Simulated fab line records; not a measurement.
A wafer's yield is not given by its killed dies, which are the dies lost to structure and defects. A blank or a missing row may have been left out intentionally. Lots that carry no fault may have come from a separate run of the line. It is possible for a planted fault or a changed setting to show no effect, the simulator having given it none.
A lot that was struck, set against a sound lot    flow sky130    43 out of 708 route steps
Sound: the wafers L623.2, L623.3, L623.5. Struck: wafers L618.4, L618.5. (L618.3 of the same lot was not struck and is left out.) The cause comes at the end.
Per side, at each step with rows, come the tool, then ch with its chambers, and then its first start. Under that, the readings that differ: sound wafers    struck wafers    difference of the means    sigmas: that difference in standard deviations of wafers without a fault.
alike: a reading whose means differ by less than 2 such deviations, as well as words and numbers matching on both sides. not compared: withheld readings; readings where some wafer has no value; bounds like >300 that might hide an equal value; numbers whose values overlap and for which the record gives no deviation.
The two part at a step that has a row with sigmas, a row that says differs or no value, or rows on one side only. Non-overlapping numbers with no deviation appear without sigmas and do not part them. A reading missing from all wafers of one side parts the sides only when that side holds two or more wafers.

first, 1 step without rows for these wafers: SKY_VT_ADJUST_HVTR_IMPLANT_09.
SKY_VT_ADJUST_HVTR_STRIP_10: strips in O2/N2.
  sound on plasma-asher-04 ch 0, day 15 19:35; struck on plasma-asher-04 ch 0, day 13 08:31
reading                       sound              struck       difference  sigmas
strip-time-to-endpoint-s (s)  14.24 14.22 14.28  14.19 14.15  -0.08       -2
  alike: chamber-pressure-mTorr, drypump-motor-current-A, oes-product-au
  not compared: rf-hours-counter-h
SKY_VT_ADJUST_HVTR_TW_MEAS_11:
  struck on film-metro-04, day 13 08:36; sound on film-metro-04, day 15 19:41
  alike: VT_ADJUST_HVTR_TW
then, 7 steps without rows for these wafers: SKY_VT_ADJUST_PCH_DEHYDRATE_00 (time 60 s); SKY_VT_ADJUST_PCH_HMDS_01 (prime time 60 s); SKY_VT_ADJUST_PCH_COAT_02 (resist thk 3000 nm); SKY_VT_ADJUST_PCH_SOFTBAKE_03; SKY_VT_ADJUST_PCH_EXPOSE_04 (exposes mask NWM, target cd 840 nm); SKY_VT_ADJUST_PCH_PEB_05; SKY_VT_ADJUST_PCH_DEVELOP_06 (develop time 60 s).
SKY_VT_ADJUST_PCH_OVL_MEAS_07:
  struck on overlay-02, day 14 10:56; sound on overlay-02, day 17 00:17
  alike: VT_ADJUST_PCH_OVL
following that, these wafers have no rows for 1 step: SKY_VT_ADJUST_PCH_IMPLANT_08.
SKY_VT_ADJUST_PCH_STRIP_09: strips in O2/N2.
  sound on plasma-asher-03 ch 1, day 17 00:28; struck on plasma-asher-04 ch 1, day 14 11:09
  alike: chamber-pressure-mTorr, drypump-motor-current-A, oes-product-au, strip-time-to-endpoint-s
  not compared: rf-hours-counter-h
SKY_VT_ADJUST_PCH_TW_MEAS_10:
  struck on film-metro-01, day 14 11:14; sound on film-metro-04, day 17 00:35
  alike: VT_ADJUST_PCH_TW
then, 7 steps without rows for these wafers: SKY_SONOS_TUNNEL_DEHYDRATE_00 (time 60 s); SKY_SONOS_TUNNEL_HMDS_01 (prime time 60 s); SKY_SONOS_TUNNEL_COAT_02 (resist thk 1140 nm); SKY_SONOS_TUNNEL_SOFTBAKE_03 (time 60 s); SKY_SONOS_TUNNEL_EXPOSE_04 (exposes mask TUNM, target cd 410 nm); SKY_SONOS_TUNNEL_PEB_05; SKY_SONOS_TUNNEL_DEVELOP_06 (develop time 60 s).
SKY_SONOS_TUNNEL_CD_MEAS_07 targets a cd of 410 nm.
  struck on cd-sem-02, day 15 14:19; sound on cd-sem-01, day 18 05:57
  alike: cd-nm
SKY_SONOS_TUNNEL_OVL_MEAS_08:
  struck on overlay-02, day 15 14:25; sound on overlay-02, day 18 06:04
  alike: SONOS_TUNNEL_OVL
then, 3 steps without rows for these wafers: SKY_SONOS_TUNNEL_IMPLANT_09; SKY_SONOS_TUNNEL_WET_ETCH_10 (etches SiO2 in dHF, target depth 14 nm, time 280 s); SKY_SONOS_TUNNEL_STRIP_11 (strips in SPM, time 600 s).
SKY_SONOS_TUNNEL_TW_MEAS_12:
  struck on film-metro-04, day 15 14:52; sound on film-metro-01, day 18 06:31
  alike: SONOS_TUNNEL_TW
then, 2 steps without rows for these wafers: SKY_SONOS_TUNNEL_CLEAN_13 (cleans in dHF, time 20 s); SKY_SONOS_ONO_OXIDATION_00 (stabilise 600 s, purge 300 s, target thk 2.6 nm).
SKY_SONOS_ONO_THK_MEAS_01:
  struck on film-metro-03, day 15 17:55; sound on film-metro-01, day 18 08:35
  alike: SONOS_ONO_OXIDATION_THK
then, 1 step without rows for these wafers: SKY_SONOS_ONO_CVD_02 (deposits Si3N4 from DCS/NH3, target thk 10.5 nm, time 180 s).
SKY_SONOS_ONO_THK_MEAS_03:
  struck on film-metro-01, day 15 20:31; sound on film-metro-03, day 18 09:41
  alike: SONOS_ONO_CVD_02_THK
then, 1 step without rows for these wafers: SKY_SONOS_ONO_CVD_04 (deposits SiO2 from SiH4/N2O, target thk 5.7199 nm).
SKY_SONOS_ONO_THK_MEAS_05:
  struck on film-metro-02, day 15 21:50; sound on film-metro-03, day 18 11:00
  alike: SONOS_ONO_CVD_04_THK
then, 7 steps without rows for these wafers: SKY_SONOS_ONO_DEHYDRATE_06 (time 60 s); SKY_SONOS_ONO_HMDS_07 (prime time 60 s); SKY_SONOS_ONO_COAT_08 (resist thk 1140 nm); SKY_SONOS_ONO_SOFTBAKE_09 (time 60 s); SKY_SONOS_ONO_EXPOSE_10 (exposes mask ONOM, target cd 410 nm); SKY_SONOS_ONO_PEB_11; SKY_SONOS_ONO_DEVELOP_12 (develop time 60 s).
SKY_SONOS_ONO_CD_MEAS_13 targets a cd of 410 nm.
  struck on cd-sem-02, day 17 01:47; sound on cd-sem-01, day 19 16:55
reading     sound              struck       difference  sigmas
cd-nm (nm)  404.4 405.3 404.4  413.0 414.6  +9.1        +4
-- here the record skips 32 days between the struck wafers' starts before and after, leaving off in module SONOS_ONO and picking up in module PAD_OPEN (first step shown: number 708 of the route) --
SKY_PAD_OPEN_PROBE_99:
  record: rows for the struck wafers here (prober-02, day 49 04:22), none for the sound ones

## WHERE THEY PART
Last at SKY_PAD_OPEN_PROBE_99 as far as this record goes, first at SKY_VT_ADJUST_HVTR_STRIP_10.

WHY: the cause the simulator had injected
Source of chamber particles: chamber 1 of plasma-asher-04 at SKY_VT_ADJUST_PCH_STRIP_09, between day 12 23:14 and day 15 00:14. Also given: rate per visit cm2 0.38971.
